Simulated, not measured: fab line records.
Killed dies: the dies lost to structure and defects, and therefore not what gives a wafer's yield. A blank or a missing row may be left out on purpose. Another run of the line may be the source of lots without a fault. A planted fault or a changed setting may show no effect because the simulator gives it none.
Problem report in the 8D (eight disciplines) form, filled by code	flow sky130	the parts of the form that need people (team, actions taken, sign-off) are left out

== 1. WHAT WENT WRONG ==
Across 6 wafers from 2 lots, POLY_GATE_OXIDATION_THK at SKY_POLY_GATE_THK_MEAS_21 averages 4.85 nm, while fault-free wafers read 3.99 nm with a standard deviation of 0.083. That puts it +10 standard deviations away from the usual mean.
Earliest sighting: wafer L920.3 on film-metro-03 at day 21 07:23. Wafers with a number at this step in the record: 33, from 11 lots. By rule, "out" or "out of limits" means more than 4 standard deviations away from the usual mean. The rest of the wafers with a number are treated as sound.

== 2. WHAT THIS IS AND IS NOT ==
question	is	is not
which readings at this step	POLY_GATE_OXIDATION_THK	-
which lots	L920, L921	L910, L911, L916, L917, L919, L924, L928, L929, L931
which wafers of those lots	all that have a number	-
read on which gauges	film-metro-03	film-metro-01, film-metro-02
when	from day 21 07:23	up to then (15 sound wafers); but 12 sound wafers of L924, L928, L929, L931 came after

== 3. WHAT RULES OUT EACH SUSPECT ==
Counting: any tool at a process step up to the reading is kept as a suspect provided that every lot that is out went through it and no sound lot did after the first of them.
- ruled out: the gauge at SKY_POLY_GATE_THK_MEAS_21. All the wafers that are out were read on film-metro-03, but those of them that SKY_POLY_GATE_OXIDATION_20 has rows for are out there too, on other tools.
- plasma-asher-04 at SKY_GATE_OXIDE_STRIP_13 (strips in O2/N2): ruled out as a lasting fault. After its first lot that is out, L920 (day 18 09:27), sound lots L929 ran on it.
- furnace-02 at SKY_POLY_GATE_OXIDATION_20 (stabilise 600 s, purge 300 s, target thk 4 nm): kept. It processed each lot that is out, first L920 at day 21 06:07, and no sound lot thereafter; up to then, the last sound lot it processed was L919 at day 21 00:06. Its own spike-tc-bottom-C, spike-tc-centre-C, spike-tc-lower-C, spike-tc-upper-C, tube-center-temp-C, tube_center_temp_C_max readings are out on those wafers.
Remaining after the count: furnace-02 at SKY_POLY_GATE_OXIDATION_20.

== 4. THE CAUSE (what the simulator had put in) ==
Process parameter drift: furnace-02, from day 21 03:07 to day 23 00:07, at SKY_POLY_GATE_OXIDATION_20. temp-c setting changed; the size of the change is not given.
Counting left only this tool.

== 5. THE CHAIN OF EFFECTS, in route order ==
Each row: a reading whose mean over the struck wafers that have a number lies more than 3 standard deviations from the usual. Only readings for which the record gives a usual standard deviation are gone through. hours: the time from each lot's start at the first step in this table that gives one to its start at this step, as a median over the lots. sigmas: the change in usual standard deviations.
hours	step	reading	usual	on struck wafers	change	sigmas
0	SKY_POLY_GATE_OXIDATION_20	spike-tc-bottom-C	868.6 C	884.7	+16.1	+15
0	SKY_POLY_GATE_OXIDATION_20	spike-tc-centre-C	850.3 C	864.9	+14.6	+11
0	SKY_POLY_GATE_OXIDATION_20	spike-tc-lower-C	849.3 C	864.4	+15.1	+14
0	SKY_POLY_GATE_OXIDATION_20	spike-tc-upper-C	850.7 C	866.9	+16.2	+14
0	SKY_POLY_GATE_OXIDATION_20	tube-center-temp-C	850 C	865	+15	+99 or more
0	SKY_POLY_GATE_OXIDATION_20	tube_center_temp_C_max	852.1	867.7	+15.6	+49
1	SKY_POLY_GATE_THK_MEAS_21	POLY_GATE_OXIDATION_THK	3.99 nm	4.85	+0.86	+10
Process steps it contains:
- SKY_POLY_GATE_OXIDATION_20: stabilise 600 s, purge 300 s, target thk 4 nm.

== 6. HOW IT WOULD HAVE BEEN CAUGHT EARLIER ==
4 hours passed between the start of the fault at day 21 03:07 and the first reading out of limits at a measuring or inspecting step in this record, taken at day 21 07:23.
The tool's own readings at SKY_POLY_GATE_OXIDATION_20 were out on every struck wafer that the step has a row for (spike-tc-bottom-C, spike-tc-centre-C, spike-tc-lower-C, spike-tc-upper-C, tube-center-temp-C, tube_center_temp_C_max): an alarm limit on them would have fired on the first of those.
Of the lots that are out (2), L921 began SKY_POLY_GATE_OXIDATION_20 on furnace-02 after day 21 07:23. Holding the tool at that time would have saved it.
